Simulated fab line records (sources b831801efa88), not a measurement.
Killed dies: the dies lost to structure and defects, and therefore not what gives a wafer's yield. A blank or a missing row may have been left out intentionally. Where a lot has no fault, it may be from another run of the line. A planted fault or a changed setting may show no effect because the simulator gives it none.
Matching of chambers || flow gf180mcu || 3 sister chambers for GF_CONTACT_CVD_00 on hdpcvd-02
The step deposits SiO2, target thk 300 nm, time 50 s. 3 wafers are shown with their chamber, then 8 later ones without.

WAFERS PAIRED WITH THEIR CHAMBERS
{"wafer": "L803.5", "chamber": 2, "sih4-flow-sccm (sccm)": 60.34}
{"wafer": "L804.1", "chamber": 1, "sih4-flow-sccm (sccm)": 60.03}
{"wafer": "L805.2", "chamber": 0, "sih4-flow-sccm (sccm)": 60.29}

WAFERS WITHOUT THEIR CHAMBER
{"wafer": "L805.4", "sih4-flow-sccm (sccm)": 60.08}
{"wafer": "L805.5", "sih4-flow-sccm (sccm)": 59.70}
{"wafer": "L808.2", "sih4-flow-sccm (sccm)": 60.02}
{"wafer": "L808.4", "sih4-flow-sccm (sccm)": 59.68}
{"wafer": "L808.6", "sih4-flow-sccm (sccm)": 59.67}
{"wafer": "L810.1", "sih4-flow-sccm (sccm)": 59.97}
{"wafer": "L810.3", "sih4-flow-sccm (sccm)": 60.19}
{"wafer": "L810.6", "sih4-flow-sccm (sccm)": 60.42}

WHICH CHAMBER EACH WENT THROUGH
{"wafer": "L805.4", "from the rows above": "can't be placed: 1 or 0 or 2", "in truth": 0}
{"wafer": "L805.5", "from the rows above": "can't be placed: 1 or 0 or 2", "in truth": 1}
{"wafer": "L808.2", "from the rows above": "can't be placed: 1 or 0 or 2", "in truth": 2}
{"wafer": "L808.4", "from the rows above": "can't be placed: 1 or 0 or 2", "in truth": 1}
{"wafer": "L808.6", "from the rows above": "can't be placed: 1 or 0 or 2", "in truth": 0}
{"wafer": "L810.1", "from the rows above": "can't be placed: 1 or 0 or 2", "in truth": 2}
{"wafer": "L810.3", "from the rows above": "can't be placed: 0 or 2 or 1", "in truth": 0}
{"wafer": "L810.6", "from the rows above": "can't be placed: 2 or 0 or 1", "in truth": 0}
Correct placement for 0 of the 8. Can't be placed from these rows: 8 (the true chamber is among the candidates in 8). 0 placed wrongly.
How it was worked out, from the rows above alone: a wafer's distance from a chamber is the root of the sum, over the readings, of the square of ((its reading less the chamber's mean) divided by the reading's scatter). If the next closest chamber is less than 2 further off than the closest, the wafer can't be placed; otherwise it belongs to the closest. A chamber's mean is the mean of its shown wafers. The scatter: root of mean squared gap, hidden wafer to nearest shown wafer, with one shown wafer a chamber.
